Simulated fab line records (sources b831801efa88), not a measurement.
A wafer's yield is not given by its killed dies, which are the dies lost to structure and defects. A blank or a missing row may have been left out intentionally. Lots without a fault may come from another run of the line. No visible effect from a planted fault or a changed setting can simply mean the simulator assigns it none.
2 desks looking at one fault ; flow gf180mcu ; every desk sees just its own numbers, and what lay behind them comes last

FOR THE TOOL OWNER'S DESK: pvd_sputter-03
The tool's own readings at GF_TOP_METAL_SPUTTER_02 (material AlCu, target thk 900 nm, time 47.82 s): means of the sampled wafers that have a number, for each lot that ran on this tool. If a lot's mean is further than 4 standard deviations from the usual mean, the lot is out of limits and carries the mark OUT (the distance appears in the brackets).
Columns: A = throttle_valve_pct at GF_TOP_METAL_SPUTTER_02, usual 30.2 %
lot;first seen here;A
L792;day 27 07:54;29.7
L794;day 28 04:16;29.4
L795;day 28 13:05;30.0
L796;day 29 02:01;30.1
L799;day 29 16:20;30.1
L802;day 30 15:39;29.6
L804;day 31 08:54;30.3
L805;day 31 10:21;30.1
L808;day 32 06:25;29.8
Result from this desk: across the 9 lots, nothing is out of limits.

METROLOGY DESK
What the gauges read, lot by lot, whatever tool the lot ran on: means of the sampled wafers that have a number. If a lot's mean is further than 4 standard deviations from the usual mean, the lot is out of limits and carries the mark OUT (the distance appears in the brackets).
Columns: A = V5_CVD_00_THK at GF_V5_THK_MEAS_01, usual 299 nm; B = TOP_METAL_ALCU_RS at GF_TOP_METAL_RS_MEAS_05, usual 0.0328 ohm/sq; C = TOP_METAL_ALCU_THK at GF_TOP_METAL_THK_MEAS_06, usual 885 nm; D = TOP_METAL_OVL at GF_TOP_METAL_OVL_MEAS_15, usual 0.9 nm
lot;first seen here;A;B;C;D
L792;day 26 08:50;298;0.0328;880;0.2
L794;day 27 05:28;295;0.0329;884;0.2
L795;day 27 15:09;304;0.0325;896;0.4
L796;day 28 03:44;304;0.0330;880;-1.1
L799;day 28 19:05;306;0.0327;891;2.7
L801;day 29 11:38;306;0.0331;879;0.4
L802;day 29 18:59;295;0.0328;883;1.5
L803;day 30 04:02;293;0.0327;888;2.7
L804;day 30 12:32;297;0.0325;899;1.0
L805;day 30 14:14;303;0.0311 (-4.0) OUT;938 (+4.4) OUT;-0.2
L808;day 31 11:05;303;0.0315;917;1.8
L809;day 31 16:04;302;0.0323;902;-0.2
L814;day 32 22:16;305;0.0329;883;0.8
This desk finds L805 out of limits, with the earliest case on L805 at day 31 10:28 (TOP_METAL_ALCU_RS at GF_TOP_METAL_RS_MEAS_05). Within limits: L792, L794, L795, L796, L799, L801, L802, L803, L804, L808, L809, L814.

BROUGHT TOGETHER
On L805, the metrology desk was in a position to raise an alarm at day 31 10:28.
Nothing out of limits was seen by the tool owner's desk.
On record at the tool owner's desk: L805, within its limits.
Of the lots named, all ran GF_TOP_METAL_SPUTTER_02 on pvd_sputter-03.

WHAT WAS PUT IN BY THE SIMULATOR
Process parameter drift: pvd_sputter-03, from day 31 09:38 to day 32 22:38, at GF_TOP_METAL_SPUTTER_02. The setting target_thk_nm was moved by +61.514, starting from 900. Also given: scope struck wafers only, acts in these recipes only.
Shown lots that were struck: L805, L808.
Time in hours between the start of the fault and the first out-of-limits reading at each desk: metrology desk, 1.
